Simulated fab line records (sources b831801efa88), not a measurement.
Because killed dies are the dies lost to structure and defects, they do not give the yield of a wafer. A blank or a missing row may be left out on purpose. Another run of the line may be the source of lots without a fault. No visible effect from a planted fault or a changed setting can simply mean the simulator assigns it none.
Which of the tools did it? || flow gf180mcu || 21 wafers from 7 lots sampled at 2 of the route's 602 steps

== WHAT EACH GAUGE READ, for each wafer ==
GF_V5_THK_MEAS_25: measures by xrf.
{"lot": "L501", "measured": "day 27 21:27", "on": "film metro-03", "V5_W_THK (nm)": "364 362 357"}
{"lot": "L504", "measured": "day 28 20:31", "on": "film metro-03", "V5_W_THK (nm)": "354 347 352"}
{"lot": "L506", "measured": "day 29 08:02", "on": "film metro-03", "V5_W_THK (nm)": "355 354 348"}
{"lot": "L510", "measured": "day 30 10:34", "on": "film metro-01", "V5_W_THK (nm)": "366 364 354"}
{"lot": "L511", "measured": "day 30 18:53", "on": "film metro-01", "V5_W_THK (nm)": "354 361 358"}
{"lot": "L515", "measured": "day 31 16:44", "on": "film metro-01", "V5_W_THK (nm)": "350 356 347"}
{"lot": "L523", "measured": "day 33 04:26", "on": "film metro-03", "V5_W_THK (nm)": "355 351 357"}

== WHICH TOOL RAN EACH LOT (tool, then ch and the chambers of the sampled wafers, then the start) ==
{"lot": "L501", "GF_V1_CVD_23": "cvd w-02 ch 0,1, day 19 00:13"}
{"lot": "L504", "GF_V1_CVD_23": "cvd w-01 ch 0,1, day 20 03:44"}
{"lot": "L506", "GF_V1_CVD_23": "cvd w-01 ch 0,1, day 20 19:11"}
{"lot": "L510", "GF_V1_CVD_23": "cvd w-01 ch 0,1, day 22 01:34"}
{"lot": "L511", "GF_V1_CVD_23": "cvd w-02 ch 0,1, day 22 10:57"}
{"lot": "L515", "GF_V1_CVD_23": "cvd w-01 ch 0,1, day 23 19:25"}
{"lot": "L523", "GF_V1_CVD_23": "cvd w-02 ch 0,1, day 25 15:30"}
- GF_V1_CVD_23: deposits W, target thk 350 nm, time 105.05 s.

== THE ANSWER, worked out from the rows above alone ==
Rule: the usual values come from the lots themselves. Put in order of their means at a reading, lots are off if they are a third of the lots or fewer, leave a main group of 4 or more, and stand apart from it by a gap of 3 or more times the standard deviation of the main group's means; of several such gaps the widest counts. The tables above print the reading to a certain number of digits; a main group whose means all agree to those digits is not used. Also off: a lot with no number at a reading for which 4 or more lots have one. The other lots that the step has rows for count as sound.
Nothing can be told from this: no lot is off at any reading shown.

== WHAT THE SIMULATOR PUT IN ==
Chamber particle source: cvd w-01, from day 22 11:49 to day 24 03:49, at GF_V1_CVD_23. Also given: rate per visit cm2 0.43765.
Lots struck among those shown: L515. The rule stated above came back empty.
